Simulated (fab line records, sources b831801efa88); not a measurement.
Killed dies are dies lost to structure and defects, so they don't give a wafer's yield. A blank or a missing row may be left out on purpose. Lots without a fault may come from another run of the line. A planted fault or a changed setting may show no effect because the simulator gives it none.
fab line records | flow sky130
record lots=5 wafers=15 last_day=48
route steps=708 shown METAL3@533 CAPM@537
lots that met no fault: from a run of the same line without faults
start_h: hours from the record's first day to the start of the lot's first wafer shown | wait_h: hours since the lot's step before | " the same as in the row above | L1.1+2: a row that stands for several wafers | - no value, or no start given | * or withheld: withheld | < > ~ a bound
route shown NAME@n: a module of which the file shows steps, and the number in the route of the first | usual: mean/standard deviation of fault-free wafers | same: alike in all rows | chamber/n: place in a boat | sites: the reading at each site | _std_site: their standard deviation | _edge_site: outer sites' mean less inner sites' | radius_mm: how far each site lies from the wafer's centre | mask NAME#n: copy n | behind: the tool/chamber that last shaped the wafer | hold: why the lot was held/for how many hours/how that ended | device: the transistor (n, p or np) that didn't switch | end of line: the same wafers' tests at the end of the route | a step without rows: its recipe alone | killed: dies lost to structure and defects at the first sort, not the wafer's yield | map: a wafer's dies, x killed, . not, _ none there
set.NAME: the setting as run; set.NAME@STEP: as run at that earlier step | model.NAME: the simulator's own value behind a step, which no gauge read
lots at some steps of the route; a table a step, a row a wafer
services: from which hour (start_h, from the record's first day; less than 0 if before it) a tool's chamber was out of use, for how many hours, and why
## steps
# step SKY_METAL3_SPUTTER_01
# recipe material=TiN target_thk_nm=20 power_w=6500 time_s=16.7 chamber_pressure_pa=0.4
# usual cathode_dc_power_W=6500.0/1.2 throttle_valve_pct=29.9/1.2
# columns lot.wafer tool chamber start_h wait_h cathode_dc_power_W throttle_valve_pct
L076.1 pvd_sputter-02 - 871.62 0.0 6499.8 31.3
L076.2 " - " " 6498.3 28.7
L076.5 " - " " 6502.5 28.8
L079.1 pvd_sputter-04 - 893.83 0.0 6498.4 31.1
L079.3 " - " " 6499.1 29.1
L079.5 " - " " 6501.3 28.9
L082.4 pvd_sputter-03 - 918.78 0.0 6501.4 31.0
L082.5 " - " " 6501.0 31.0
L082.6 " - " " 6500.8 28.5
L085.1 pvd_sputter-02 - 933.94 0.0 6500.2 29.1
L085.3 " - " " 6497.8 29.2
L085.5 " - " " 6498.6 32.3
L086.1 pvd_sputter-04 - 939.93 0.0 6498.0 29.1
L086.3 " - " " 6500.9 29.1
L086.5 " - " " 6499.5 31.0
# step SKY_METAL3_SPUTTER_02
# recipe material=AlCu target_thk_nm=735 power_w=10600 time_s=39.1 chamber_pressure_pa=0.4
# usual cathode_dc_power_W=10600/1.9 throttle_valve_pct=29.9/1.2
# columns lot.wafer tool chamber start_h wait_h cathode_dc_power_W throttle_valve_pct
L076.1 pvd_sputter-02 - 871.65 0.0 10600 31.2
L076.2 " - " " 10600 28.8
L076.5 " - " " 10601 28.8
L079.1 pvd_sputter-04 - 893.86 0.0 10598 31.2
L079.3 " - " " 10599 29.4
L079.5 " - " " 10597 29.5
L082.4 pvd_sputter-03 - 918.80 0.0 10602 31.0
L082.5 " - " " 10602 31.1
L082.6 " - " " 10604 28.7
L085.1 pvd_sputter-02 - 933.96 0.0 10604 28.9
L085.3 " - " " 10596 29.4
L085.5 " - " " 10600 32.3
L086.1 pvd_sputter-04 - 939.96 0.0 10602 29.1
L086.3 " - " " 10599 28.8
L086.5 " - " " 10599 31.0
# step SKY_METAL3_SPUTTER_03
# recipe material=Ti target_thk_nm=5 power_w=3000 time_s=3.3 chamber_pressure_pa=0.4
# usual cathode_dc_power_W=2999.9/0.54 throttle_valve_pct=29.9/1.2
# columns lot.wafer tool chamber start_h wait_h cathode_dc_power_W throttle_valve_pct
L076.1 pvd_sputter-02 - 871.69 0.0 2999.8 31.3
L076.2 " - " " 3000.4 28.8
L076.5 " - " " 3000.2 28.9
L079.1 pvd_sputter-04 - 893.90 0.0 2999.3 31.0
L079.3 " - " " 2999.6 29.4
L079.5 " - " " 2999.8 29.5
L082.4 pvd_sputter-03 - 918.84 0.0 2999.6 31.1
L082.5 " - " " 2999.1 31.4
L082.6 " - " " 3000.7 28.4
L085.1 pvd_sputter-02 - 934.00 0.0 2999.8 28.8
L085.3 " - " " 3000.5 29.3
L085.5 " - " " 2999.4 32.5
L086.1 pvd_sputter-04 - 940.00 0.0 3000.1 29.0
L086.3 " - " " 3000.2 29.1
L086.5 " - " " 2999.5 31.2
# step SKY_METAL3_SPUTTER_04
# recipe material=TiN target_thk_nm=70 power_w=6500 time_s=58.3 chamber_pressure_pa=0.4
# usual cathode_dc_power_W=6500.0/1.1 throttle_valve_pct=29.9/1.2
# columns lot.wafer tool chamber start_h wait_h cathode_dc_power_W throttle_valve_pct
L076.1 pvd_sputter-02 - 871.70 0.0 6499.7 31.3
L076.2 " - " " 6501.8 28.7
L076.5 " - " " 6500.1 28.7
L079.1 pvd_sputter-04 - 893.92 0.0 6500.5 31.1
L079.3 " - " " 6499.6 29.0
L079.5 " - " " 6498.4 29.5
L082.4 pvd_sputter-03 - 918.86 0.0 6502.7 31.2
L082.5 " - " " 6499.4 31.1
L082.6 " - " " 6499.5 28.8
L085.1 pvd_sputter-02 - 934.02 0.0 6499.9 28.8
L085.3 " - " " 6500.8 29.3
L085.5 " - " " 6500.3 32.3
L086.1 pvd_sputter-04 - 940.01 0.0 6500.3 29.0
L086.3 " - " " 6500.2 28.6
L086.5 " - " " 6500.3 31.0
# step SKY_CAPM_CVD_00
# recipe material=SiO2 target_thk_nm=15.5 temp_c=400 time_s=withheld rf_w=450
# usual heater_power_outer_w=439/74 heater_power_w=732/110
# columns lot.wafer tool chamber start_h wait_h heater_power_outer_w heater_power_w
L076.1 pecvd-03 2 871.75 0.0 461 794
L076.2 " 1 " " 545 891
L076.5 " 0 " " 423 672
L079.1 pecvd-04 2 893.97 0.0 346 608
L079.3 " 2 " " 354 603
L079.5 " 2 " " 347 623
L082.4 pecvd-03 0 918.92 0.0 422 697
L082.5 " 1 " " 528 842
L082.6 " 2 " " 528 871
L085.1 pecvd-01 2 934.07 0.0 557 859
L085.3 " 0 " " 331 621
L085.5 " 1 " " 342 635
L086.1 pecvd-04 2 940.06 0.0 426 718
L086.3 " 1 " " 362 552
L086.5 " 0 " " 456 815
# step SKY_CAPM_THK_MEAS_01
# recipe reads=SiO2_of_CAPM_CVD_00
# usual CAPM_CVD_00_THK=15.4/0.36
# columns lot.wafer tool chamber start_h wait_h CAPM_CVD_00_THK[nm]
L076.1 film_metro-02 - 871.77 - 15.1
L076.2 " - " " 14.7
L076.5 " - " " 15.5
L079.1 film_metro-01 - 894.00 - 15.2
L079.3 " - " " 15.5
L079.5 " - " " 15.7
L082.4 film_metro-03 - 918.96 - 16.0
L082.5 " - " " 15.3
L082.6 " - " " 15.7
L085.1 film_metro-02 - 934.09 - 15.5
L085.3 " - " " 15.7
L085.5 " - " " 15.5
L086.1 film_metro-02 - 940.09 - 15.6
L086.3 " - " " 15.1
L086.5 " - " " 15.4
# step SKY_CAPM_SPUTTER_02
# recipe material=TiN target_thk_nm=200 temp_c=300 power_w=6500 time_s=166.7 chamber_pressure_pa=0.4
# usual cathode_dc_power_W=6499.9/1.1 throttle_valve_pct=30.0/1.4
# columns lot.wafer tool chamber start_h wait_h cathode_dc_power_W throttle_valve_pct
L076.1 pvd_sputter-01 - 871.83 0.1 6496.9 31.8
L076.2 " - " " 6499.1 29.5
L076.5 " - " " 6499.6 28.0
L079.1 pvd_sputter-02 - 894.06 0.1 6499.1 31.5
L079.3 " - " " 6499.9 29.1
L079.5 " - " " 6499.3 32.2
L082.4 pvd_sputter-01 - 918.99 0.0 6502.8 31.1
L082.5 " - " " 6498.8 27.7
L082.6 " - " " 6499.1 30.8
L085.1 pvd_sputter-04 - 934.15 0.1 6500.6 28.6
L085.3 " - " " 6498.9 28.6
L085.5 " - " " 6500.2 29.1
L086.1 pvd_sputter-01 - 940.15 0.1 6501.2 31.8
L086.3 " - " " 6500.8 29.7
L086.5 " - " " 6499.7 31.0
# step SKY_CAPM_RS_MEAS_03
# recipe thk_meas_gauge=four-point-probe reads=TiN_of_CAPM_SPUTTER_02
# usual CAPM_TIN_RS=6.92/0.074
# columns lot.wafer tool chamber start_h wait_h CAPM_TIN_RS[ohm/sq]
L076.1 film_metro-03 - 871.94 0.1 6.94
L076.2 " - " " 6.96
L076.5 " - " " 6.94
L079.1 film_metro-02 - 894.17 0.1 6.93
L079.3 " - " " 6.88
L079.5 " - " " 6.90
L082.4 film_metro-02 - 919.16 0.1 6.86
L082.5 " - " " 6.90
L082.6 " - " " 6.90
L085.1 film_metro-01 - 934.26 0.1 6.81
L085.3 " - " " 6.84
L085.5 " - " " 6.84
L086.1 film_metro-03 - 940.25 0.1 6.88
L086.3 " - " " 6.92
L086.5 " - " " 6.80
# step SKY_CAPM_THK_MEAS_04
# recipe thk_meas_gauge=xrf reads=TiN_of_CAPM_SPUTTER_02
# usual CAPM_TIN_THK=196.3/2
# columns lot.wafer tool chamber start_h wait_h CAPM_TIN_THK[nm]
L076.1 film_metro-03 - 872.06 0.1 196.0
L076.2 " - " " 195.8
L076.5 " - " " 195.9
L079.1 film_metro-02 - 894.29 0.1 196.5
L079.3 " - " " 198.1
L079.5 " - " " 197.3
L082.4 film_metro-02 - 919.25 0.1 199.1
L082.5 " - " " 198.3
L082.6 " - " " 197.9
L085.1 film_metro-01 - 934.38 0.1 198.5
L085.3 " - " " 197.8
L085.5 " - " " 197.8
L086.1 film_metro-03 - 940.37 0.1 196.0
L086.3 " - " " 195.9
L086.5 " - " " 199.9
# step SKY_CAPM_DEHYDRATE_05
# recipe temp_c=200 time_s=60
# usual exhaust_pa=44.8/0.81
# columns lot.wafer tool chamber start_h wait_h exhaust_pa
L076.1 litho_track-01 0 884.63 12.6 44.0
L076.2 " 0 " " 45.1
L076.5 " 0 " " 44.7
L079.1 litho_track-04 0 906.90 12.6 45.7
L079.3 " 0 " " 45.0
L079.5 " 0 " " 45.0
L082.4 litho_track-02 0 931.52 12.3 43.5
L082.5 " 0 " " 43.4
L082.6 " 0 " " 43.6
L085.1 litho_track-02 0 945.14 10.8 45.0
L085.3 " 0 " " 45.2
L085.5 " 0 " " 44.9
L086.1 litho_track-04 0 951.70 11.3 46.6
L086.3 " 0 " " 46.2
L086.5 " 0 " " 45.7
# step SKY_CAPM_HMDS_06
# recipe prime_time_s=60 prime_temp_c=120
# usual exhaust_pa=44.9/0.87
# columns lot.wafer tool chamber start_h wait_h exhaust_pa
L076.1 litho_track-01 0 884.78 0.1 45.4
L076.2 " 0 " " 45.7
L076.5 " 0 " " 44.8
L079.1 litho_track-04 0 907.05 0.1 44.2
L079.3 " 0 " " 44.1
L079.5 " 0 " " 44.4
L082.4 litho_track-02 0 931.67 0.1 44.4
L082.5 " 0 " " 44.4
L082.6 " 0 " " 45.9
L085.1 litho_track-02 0 945.29 0.1 46.3
L085.3 " 0 " " 44.6
L085.5 " 0 " " 45.9
L086.1 litho_track-04 0 951.85 0.1 43.9
L086.3 " 0 " " 44.3
L086.5 " 0 " " 45.0
# step SKY_CAPM_COAT_07
# recipe resist=NOVOLAK spin_rpm=3000 resist_thk_nm=1140
# usual exhaust_pa=45.2/0.86 spin_speed_rpm=3000.1/2
# columns lot.wafer tool chamber start_h wait_h exhaust_pa spin_speed_rpm
L076.1 litho_track-01 0 884.93 0.1 44.4 3000.4
L076.2 " 0 " " 45.1 2999.9
L076.5 " 0 " " 45.5 2999.5
L079.1 litho_track-04 0 907.20 0.1 44.7 2997.3
L079.3 " 0 " " 45.1 2999.9
L079.5 " 0 " " 44.6 3000.9
L082.4 litho_track-02 0 931.82 0.1 46.6 3001.9
L082.5 " 0 " " 46.7 3005.6
L082.6 " 0 " " 46.6 3000.9
L085.1 litho_track-02 0 945.44 0.1 44.7 3001.2
L085.3 " 0 " " 44.0 2999.0
L085.5 " 0 " " 43.2 2995.8
L086.1 litho_track-04 0 952.00 0.1 44.2 2999.3
L086.3 " 0 " " 45.1 2995.6
L086.5 " 0 " " 44.4 2999.9
# step SKY_CAPM_SOFTBAKE_08
# recipe temp_c=90 time_s=60 resist=NOVOLAK
# usual exhaust_pa=45.1/0.83
# columns lot.wafer tool chamber start_h wait_h exhaust_pa
L076.1 litho_track-01 0 885.08 0.1 45.2
L076.2 " 0 " " 46.0
L076.5 " 0 " " 45.9
L079.1 litho_track-04 0 907.35 0.1 44.7
L079.3 " 0 " " 44.6
L079.5 " 0 " " 44.8
L082.4 litho_track-02 0 931.97 0.1 46.5
L082.5 " 0 " " 44.8
L082.6 " 0 " " 45.2
L085.1 litho_track-02 0 945.59 0.1 46.0
L085.3 " 0 " " 45.3
L085.5 " 0 " " 44.7
L086.1 litho_track-04 0 952.15 0.1 45.6
L086.3 " 0 " " 45.3
L086.5 " 0 " " 43.9
# step SKY_CAPM_EXPOSE_09
# recipe mask_id=CAPM na=0.6 source_shape=conventional sigma_outer=0.6 polarization=unpolarized target_cd_nm=1000 dose_mj=159
# columns lot.wafer tool chamber start_h wait_h mask
L076.1+2+5 iline_stepper-01 0 - - CAPM#0
L079.1+3+5 iline_stepper-01 0 - - CAPM#0
L082.4+5+6 iline_stepper-01 0 - - CAPM#0
L085.1+3+5 iline_stepper-01 0 - - CAPM#0
L086.1+3+5 iline_stepper-01 0 - - CAPM#0
# step SKY_CAPM_PEB_10
# recipe temp_c=withheld time_s=* resist=NOVOLAK
# usual exhaust_pa=44.9/0.94
# columns lot.wafer tool chamber start_h wait_h exhaust_pa
L076.1 litho_track-01 0 - - 44.2
L076.2 " 0 " " 45.3
L076.5 " 0 " " 43.3
L079.1 litho_track-02 0 - - 44.8
L079.3 " 0 " " 45.0
L079.5 " 0 " " 44.0
L082.4 litho_track-04 0 - - 45.1
L082.5 " 0 " " 43.0
L082.6 " 0 " " 45.0
L085.1 litho_track-01 0 - - 43.6
L085.3 " 0 " " 44.1
L085.5 " 0 " " 44.0
L086.1 litho_track-01 0 - - 44.1
L086.3 " 0 " " 45.5
L086.5 " 0 " " 45.1
# step SKY_CAPM_DEVELOP_11
# recipe resist=NOVOLAK developer=TMAH develop_time_s=60 dev_temp_c=23
# usual exhaust_pa=44.9/0.91
# columns lot.wafer tool chamber start_h wait_h exhaust_pa
L076.1 litho_track-01 0 897.33 0.1 44.5
L076.2 " 0 " " 43.3
L076.5 " 0 " " 44.3
L079.1 litho_track-02 0 919.64 0.1 45.7
L079.3 " 0 " " 45.7
L079.5 " 0 " " 45.3
L082.4 litho_track-04 0 943.83 0.1 45.8
L082.5 " 0 " " 46.1
L082.6 " 0 " " 46.4
L085.1 litho_track-01 0 958.18 0.1 44.4
L085.3 " 0 " " 43.6
L085.5 " 0 " " 44.5
L086.1 litho_track-01 0 963.58 0.1 45.2
L086.3 " 0 " " 46.2
L086.5 " 0 " " 47.0
# step SKY_CAPM_OVL_MEAS_12
# usual CAPM_OVL=-0.6/1.5
# columns lot.wafer tool chamber start_h wait_h CAPM_OVL[nm]
L076.1 overlay-02 - 897.48 0.1 -1.8
L076.2 " - " " -2.4
L076.5 " - " " -0.5
L079.1 overlay-02 - 919.79 0.1 -1.8
L079.3 " - " " -0.3
L079.5 " - " " -1.5
L082.4 overlay-02 - 943.92 0.1 -0.9
L082.5 " - " " -1.5
L082.6 " - " " -1.1
L085.1 overlay-02 - 958.33 0.1 -2.7
L085.3 " - " " -3.0
L085.5 " - " " -4.5
L086.1 overlay-01 - 963.73 0.1 -3.2
L086.3 " - " " -1.0
L086.5 " - " " -0.7
# step SKY_CAPM_METAL_ETCH_13
# recipe target_depth_nm=220 stop_on=SiO2 chemistry=Cl2/BCl3 target=TiN pressure_mtorr=10 icp_w=900 bias_w=48.5 Cl2_flow_sccm=60 bcl3_flow_sccm=30 time_s=62.9
# usual drypump_motor_current_A=5.7/0.45 he_backside_leak_sccm=3.31/0.3 oes_product_au=0.941/0.0071 throttle_valve_pct=21.902/0.0099
# columns lot.wafer tool chamber start_h wait_h drypump_motor_current_A he_backside_leak_sccm oes_product_au rf_hours_counter_h throttle_valve_pct
L076.1 rie_metal-03 1 897.52 0.0 6.3 3.04 0.939 3 21.905
L076.2 " 0 " " 5.7 3.37 0.936 0 21.905
L076.5 " 0 " " 5.8 3.27 0.936 - 21.923
L079.1 rie_metal-01 0 919.83 0.0 4.9 3.35 0.941 14 21.908
L079.3 " 1 " " 6.0 3.46 0.942 - 21.910
L079.5 " 1 " " 6.0 3.34 0.942 - 21.895
L082.4 rie_metal-01 1 943.97 0.0 6.0 3.63 0.948 - 21.892
L082.5 " 1 " " 6.0 3.44 0.946 - 21.887
L082.6 " 0 " " 4.9 3.39 0.946 - 21.913
L085.1 rie_metal-03 1 958.37 0.0 6.3 3.22 0.951 6 21.902
L085.3 " 1 " " 6.3 3.10 0.948 - 21.884
L085.5 " 1 " " 6.3 3.08 0.940 - 21.875
L086.1 rie_metal-03 0 963.77 0.0 5.8 3.37 0.939 4 21.916
L086.3 " 0 " " 5.8 3.30 0.944 - 21.893
L086.5 " 0 " " 5.8 3.24 0.952 - 21.901
# step SKY_CAPM_STRIP_14
# recipe chemistry=O2/N2 power_w=1400 pressure_mtorr=1500 platen_temp_c=withheld o2_flow_sccm=3000 n2_flow_sccm=300 overash_fraction=0.5
# usual drypump_motor_current_A=5.80/0.28 oes_product_au=0.711/0.0043 strip_time_to_endpoint_s=12.66/0.047
# columns lot.wafer tool chamber start_h wait_h drypump_motor_current_A oes_product_au rf_hours_counter_h strip_time_to_endpoint_s
L076.1 plasma_asher-03 0 897.60 0.1 5.49 0.710 71 12.67
L076.2 " 1 " " 5.59 0.710 71 12.72
L076.5 " 0 " " 5.49 0.713 - 12.68
L079.1 plasma_asher-01 0 919.90 0.1 6.25 0.708 49 12.64
L079.3 " 0 " " 6.25 0.701 - 12.71
L079.5 " 1 " " 5.92 0.712 - 12.65
L082.4 plasma_asher-03 0 944.05 0.1 5.50 0.709 - 12.60
L082.5 " 0 " " 5.48 0.714 - 12.62
L082.6 " 1 " " 5.58 0.714 - 12.63
L085.1 plasma_asher-02 0 958.45 0.1 6.01 0.715 118 12.68
L085.3 " 0 " " 6.00 0.706 - 12.71
L085.5 " 1 " " 5.70 0.711 - 12.68
L086.1 plasma_asher-01 1 963.85 0.1 5.86 0.713 51 12.63
L086.3 " 0 " " 6.25 0.706 - 12.64
L086.5 " 0 " " 6.24 0.712 - 12.63
# step SKY_CAPM_STRIP_15
# recipe chemistry=post_etch_residue_remover time_s=1200 temp_c=72.5
# columns lot.wafer tool chamber start_h wait_h
L076.1+2+5 wet_bench-01 3 897.70 0.1
L079.1+3+5 wet_bench-03 2 920.00 0.1
L082.4+5+6 wet_bench-01 3 944.12 0.0
L085.1+3+5 wet_bench-03 2 958.55 0.1
L086.1+3+5 wet_bench-01 3 963.95 0.1
# step SKY_CAPM_CLEAN_16
# recipe chemistry=IPA time_s=180 temp_c=25
# columns lot.wafer tool chamber start_h wait_h
L076.1+2+5 wet_bench-02 0 898.04 0.0
L079.1+3+5 wet_bench-01 1 920.35 0.0
L082.4+5+6 wet_bench-03 0 944.49 0.0
L085.1+3+5 wet_bench-01 3 959.23 0.0
L086.1+3+5 wet_bench-03 2 964.29 0.0
# step SKY_CAPM_CLEAN_17
# recipe chemistry=O3/DIW dry=n2_spin
# columns lot.wafer tool chamber start_h wait_h
L076.1+2+5 wet_bench-03 1 898.10 0.0
L079.1+3+5 wet_bench-03 0 920.41 0.0
L082.4+5+6 wet_bench-02 3 944.55 0.0
L085.1+3+5 wet_bench-03 1 959.29 0.0
L086.1+3+5 wet_bench-02 2 964.40 0.0
# step SKY_METAL3_DEHYDRATE_05
# recipe temp_c=200 time_s=60
# usual exhaust_pa=44.9/0.87
# columns lot.wafer tool chamber start_h wait_h exhaust_pa
L076.1 litho_track-02 0 910.74 12.6 44.2
L076.2 " 0 " " 44.6
L076.5 " 0 " " 44.6
L079.1 litho_track-04 0 932.30 11.8 44.3
L079.3 " 0 " " 46.0
L079.5 " 0 " " 46.1
L082.4 litho_track-02 0 956.92 12.3 44.5
L082.5 " 0 " " 44.5
L082.6 " 0 " " 45.1
L085.1 litho_track-03 0 970.33 10.9 44.1
L085.3 " 0 " " 43.2
L085.5 " 0 " " 43.8
L086.1 litho_track-03 0 975.43 10.9 45.0
L086.3 " 0 " " 45.0
L086.5 " 0 " " 45.6
# step SKY_METAL3_HMDS_06
# recipe prime_time_s=60 prime_temp_c=120
# usual exhaust_pa=45.0/0.92
# columns lot.wafer tool chamber start_h wait_h exhaust_pa
L076.1 litho_track-02 0 910.89 0.1 45.3
L076.2 " 0 " " 45.9
L076.5 " 0 " " 46.1
L079.1 litho_track-04 0 932.45 0.1 45.0
L079.3 " 0 " " 45.3
L079.5 " 0 " " 45.4
L082.4 litho_track-02 0 957.07 0.1 43.4
L082.5 " 0 " " 43.5
L082.6 " 0 " " 43.7
L085.1 litho_track-03 0 970.48 0.1 45.6
L085.3 " 0 " " 44.8
L085.5 " 0 " " 46.5
L086.1 litho_track-03 0 975.58 0.1 44.8
L086.3 " 0 " " 45.2
L086.5 " 0 " " 45.5
# step SKY_METAL3_COAT_07
# recipe resist=BARC temp_c=withheld time_s=withheld spin_rpm=3000 resist_thk_nm=60
# usual exhaust_pa=45.1/1 spin_speed_rpm=3000.2/1.8
# columns lot.wafer tool chamber start_h wait_h exhaust_pa spin_speed_rpm
L076.1 litho_track-02 0 911.04 0.1 44.5 2999.3
L076.2 " 0 " " 43.7 3003.2
L076.5 " 0 " " 42.4 2998.7
L079.1 litho_track-04 0 932.60 0.1 45.0 3001.1
L079.3 " 0 " " 46.1 3002.0
L079.5 " 0 " " 45.5 2999.6
L082.4 litho_track-02 0 957.22 0.1 45.1 3004.8
L082.5 " 0 " " 44.9 3001.5
L082.6 " 0 " " 43.5 2998.4
L085.1 litho_track-03 0 970.63 0.1 46.1 2998.9
L085.3 " 0 " " 47.1 3000.0
L085.5 " 0 " " 46.1 2998.4
L086.1 litho_track-03 0 975.73 0.1 43.9 3001.7
L086.3 " 0 " " 44.8 2999.8
L086.5 " 0 " " 44.3 3003.7
# step SKY_METAL3_COAT_08
# recipe resist=KrF-thick spin_rpm=3000 resist_thk_nm=1140
# usual exhaust_pa=44.9/0.88 spin_speed_rpm=2999.9/1.6
# columns lot.wafer tool chamber start_h wait_h exhaust_pa spin_speed_rpm
L076.1 litho_track-02 0 - - 43.2 2999.8
L076.2 " 0 " " 45.0 3000.6
L076.5 " 0 " " 45.4 3000.7
L079.1 litho_track-04 0 - - 46.3 3002.8
L079.3 " 0 " " 46.3 3001.3
L079.5 " 0 " " 44.9 3000.6
L082.4 litho_track-02 0 - - 44.7 2999.6
L082.5 " 0 " " 44.3 3000.1
L082.6 " 0 " " 44.5 2997.5
L085.1 litho_track-03 0 - - 45.6 3000.6
L085.3 " 0 " " 45.2 2997.1
L085.5 " 0 " " 44.3 2999.0
L086.1 litho_track-03 0 - - 43.8 3000.6
L086.3 " 0 " " 43.6 2998.8
L086.5 " 0 " " 44.3 3002.9
## services
# columns tool chamber start_h hours kind
pvd_sputter-02 - 852.24 1.9 repair
pvd_sputter-02 2 855.68 - consumable_replace:kit
pvd_sputter-02 2 855.68 18.0 scheduled_down
pvd_sputter-02 2 855.68 18.0 vent_cycle
plasma_asher-02 - 861.57 0.9 repair
pecvd-04 - 863.97 28.1 pm
pvd_sputter-01 - 865.53 0.6 repair
iline_stepper-01 - 872.77 1.7 pm
iline_stepper-01 - 882.02 2.1 pm
plasma_asher-01 - 884.76 1.9 repair
rie_metal-03 - 889.43 4.0 pm
pvd_sputter-01 - 890.58 10.3 repair
pecvd-04 - 904.84 3.1 repair
pvd_sputter-03 - 905.76 5.1 repair
pecvd-04 - 905.90 0.7 repair
pvd_sputter-04 - 914.72 5.5 repair
pvd_sputter-01 - 925.37 2.8 repair
plasma_asher-01 - 941.58 20.4 repair
pecvd-03 2 959.36 44.9 repair
pvd_sputter-04 1 960.27 - consumable_replace:kit
pvd_sputter-04 1 960.27 18.0 scheduled_down
pvd_sputter-04 1 960.27 18.0 vent_cycle
pvd_sputter-02 - 964.56 1.4 repair
pecvd-01 - 975.19 14.6 pm
## key
fault none
